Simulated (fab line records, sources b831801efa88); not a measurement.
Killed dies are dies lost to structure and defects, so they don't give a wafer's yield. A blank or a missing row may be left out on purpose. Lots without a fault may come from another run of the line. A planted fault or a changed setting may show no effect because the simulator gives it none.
Which tool did it? | flow sky130 | 24 lots, 72 wafers sampled, at 3 steps of a route of 708

WHAT THE GAUGES READ, wafer by wafer
SKY_LDD_N_TW_MEAS_17.
lot  | measured     | on            | LDD_N_TW
L074 | day 17 16:04 | film_metro-02 | 2543 2549 2535
L075 | day 17 21:28 | film_metro-02 | 2527 2542 2544
L076 | day 18 05:01 | film_metro-03 | 2610 2605 2604
L077 | day 20 10:09 | film_metro-03 | 2592 2596 2587
L078 | day 20 10:33 | film_metro-04 | 2579 2565 2585
L079 | day 20 06:32 | film_metro-03 | 2596 2604 2595
L080 | day 20 15:52 | film_metro-02 | 2552 2564 2566
L081 | day 20 14:34 | film_metro-03 | 2595 2597 2594
L082 | day 20 19:48 | film_metro-03 | 2598 2612 2593
L083 | day 22 11:23 | film_metro-04 | 2561 2576 2567
L084 | day 22 13:29 | film_metro-02 | 2552 2533 2548
L085 | day 22 14:38 | film_metro-03 | 2593 2587 2597
L086 | day 22 13:43 | film_metro-02 | 2552 2550 2541
L087 | day 22 16:29 | film_metro-03 | 2590 2611 2594
L088 | day 22 23:24 | film_metro-02 | 2538 2544 2541
L089 | day 22 22:30 | film_metro-04 | 2562 2564 2570
L090 | day 23 12:44 | film_metro-04 | 2569 2578 2560
L091 | day 23 16:54 | film_metro-02 | 2535 2546 2538
L092 | day 24 03:05 | film_metro-02 | 2557 2541 2552
L093 | day 24 19:36 | film_metro-02 | 2545 2563 2540
L094 | day 24 16:55 | film_metro-02 | 2546 2542 2547
L095 | day 24 21:08 | film_metro-03 | 2575 2585 2594
L096 | day 25 14:45 | film_metro-04 | 2573 2578 2579
L097 | day 25 15:47 | film_metro-04 | 2577 2558 2571

SKY_SD_N_RS_MEAS_17: measures by four-point-probe.
lot  | measured     | on            | SD_P_RS (ohm/sq)
L074 | day 27 17:02 | film_metro-04 | 148.0 147.9 148.0
L075 | day 27 20:46 | film_metro-01 | 147.1 147.1 147.2
L076 | day 28 01:34 | film_metro-01 | 147.5 147.7 147.7
L077 | day 30 06:47 | film_metro-04 | 147.9 147.4 147.3
L078 | day 30 08:10 | film_metro-04 | 147.2 147.1 147.6
L079 | day 30 04:19 | film_metro-04 | 147.1 147.5 147.7
L080 | day 30 11:18 | film_metro-01 | 147.2 147.3 147.5
L081 | day 30 09:28 | film_metro-04 | 147.8 147.7 147.8
L082 | day 30 18:24 | film_metro-01 | 147.3 147.4 147.5
L083 | day 32 04:47 | film_metro-04 | 148.0 147.7 148.3
L084 | day 32 05:05 | film_metro-03 | 147.0 146.9 146.8
L085 | day 32 09:16 | film_metro-03 | 147.5 147.7 147.6
L086 | day 32 07:13 | film_metro-01 | 147.3 147.1 147.5
L087 | day 32 09:40 | film_metro-04 | 147.5 146.7 147.5
L088 | day 32 16:57 | film_metro-03 | 147.7 147.2 147.1
L089 | day 32 15:59 | film_metro-04 | 147.6 147.7 148.0
L090 | day 33 03:19 | film_metro-04 | 147.5 147.9 147.3
L091 | day 33 07:11 | film_metro-03 | 147.8 147.1 147.6
L092 | day 33 17:19 | film_metro-04 | 147.5 147.4 147.3
L093 | day 34 08:32 | film_metro-01 | 146.3 146.7 146.0
L094 | day 34 05:25 | film_metro-04 | 147.3 147.6 147.4
L095 | day 34 10:07 | film_metro-04 | 146.6 146.9 147.4
L096 | day 35 01:02 | film_metro-04 | 147.0 147.2 147.5
L097 | day 35 02:46 | film_metro-01 | 147.3 147.3 147.8

WHICH TOOL RAN EACH LOT (tool, then ch and the chambers of the sampled wafers, then the start)
lot  | SKY_NWELL_STRIP_25
L074 | plasma_asher-04 ch 0,1, day 5 05:07
L075 | plasma_asher-03 ch 0,1, day 5 13:17
L076 | plasma_asher-01 ch 0,1, day 5 18:08
L077 | plasma_asher-03 ch 0,1, day 6 04:24
L078 | plasma_asher-04 ch 0,1, day 6 11:42
L079 | plasma_asher-03 ch 0,1, day 6 17:45
L080 | plasma_asher-04 ch 0,1, day 6 22:36
L081 | plasma_asher-04 ch 0,1, day 7 04:36
L082 | plasma_asher-01 ch 0,1, day 7 12:01
L083 | plasma_asher-01 ch 0,1, day 7 15:44
L084 | plasma_asher-04 ch 0,1, day 7 22:53
L085 | plasma_asher-04 ch 0,1, day 8 02:57
L086 | plasma_asher-03 ch 0,1, day 8 09:44
L087 | plasma_asher-01 ch 0,1, day 8 16:36
L088 | plasma_asher-01 ch 0,1, day 8 22:27
L089 | plasma_asher-04 ch 0,1, day 9 02:15
L090 | plasma_asher-04 ch 0,1, day 9 09:39
L091 | plasma_asher-01 ch 0,1, day 9 17:43
L092 | plasma_asher-04 ch 0,1, day 10 01:15
L093 | plasma_asher-01 ch 0, day 10 07:05
L094 | plasma_asher-01 ch 0,1, day 10 10:38
L095 | plasma_asher-04 ch 0,1, day 10 15:09
L096 | plasma_asher-04 ch 0,1, day 10 22:58
L097 | plasma_asher-03 ch 0,1, day 11 06:13
- SKY_NWELL_STRIP_25: strips in O2/N2.

WHAT THE TOOLS THEMSELVES READ (means of the sampled wafers that have a number; where no wafer has one, the mark that the record gives instead)
SKY_NWELL_STRIP_25.
lot  | tool            | drypump_motor_current_A (A) | oes_product_au (a.u.) | strip_time_to_endpoint_s (s)
L074 | plasma_asher-04 | 5.5                         | 0.722                 | 36.89
L075 | plasma_asher-03 | 6.2                         | 0.722                 | 36.94
L076 | plasma_asher-01 | 5.6                         | 0.726                 | 37.05
L077 | plasma_asher-03 | 6.0                         | 0.720                 | 36.86
L078 | plasma_asher-04 | 5.5                         | 0.721                 | 36.83
L079 | plasma_asher-03 | 6.0                         | 0.722                 | 36.87
L080 | plasma_asher-04 | 5.9                         | 0.723                 | 36.83
L081 | plasma_asher-04 | 5.5                         | 0.724                 | 36.88
L082 | plasma_asher-01 | 5.6                         | 0.721                 | 36.88
L083 | plasma_asher-01 | 5.8                         | 0.721                 | 36.91
L084 | plasma_asher-04 | 5.5                         | 0.723                 | 36.88
L085 | plasma_asher-04 | 5.9                         | 0.720                 | 37.06
L086 | plasma_asher-03 | 6.2                         | 0.723                 | 36.82
L087 | plasma_asher-01 | 5.6                         | 0.721                 | 36.87
L088 | plasma_asher-01 | 5.6                         | 0.720                 | 36.98
L089 | plasma_asher-04 | 5.5                         | 0.718                 | 37.13
L090 | plasma_asher-04 | 5.8                         | 0.723                 | 36.78
L091 | plasma_asher-01 | 5.7                         | 0.728                 | 36.82
L092 | plasma_asher-04 | 5.5                         | 0.723                 | 36.95
L093 | plasma_asher-01 | 5.9                         | 0.718                 | 36.69
L094 | plasma_asher-01 | 5.6                         | 0.722                 | 36.93
L095 | plasma_asher-04 | 5.5                         | 0.722                 | 36.81
L096 | plasma_asher-04 | 5.9                         | 0.720                 | 36.82
L097 | plasma_asher-03 | 6.0                         | 0.718                 | 36.79

THE ANSWER, worked out from the rows above alone
Rule: what is usual is taken from the lots themselves. Put in order of their means at a reading, lots are off if they are a third of the lots or fewer, leave a main group of 4 or more, and stand apart from it by a gap of 3 or more times the standard deviation of the main group's means; of several such gaps the widest counts. A main group whose means are all the same, to the digits that the tables above print for the reading, isn't used. A lot without any number at a reading at which 4 lots or more have one is off too. The other lots that the step has rows for count as sound. The gauges are gone through in route order, then the tools' own readings, and for those a lot's mean is taken as printed above. The first step at which some lot is off is used, and at that step the reading that is off furthest; a lot without a number counts as furthest.
No lot is off at any reading shown: from this, nothing can be told.

WHAT THE SIMULATOR HAD PUT IN
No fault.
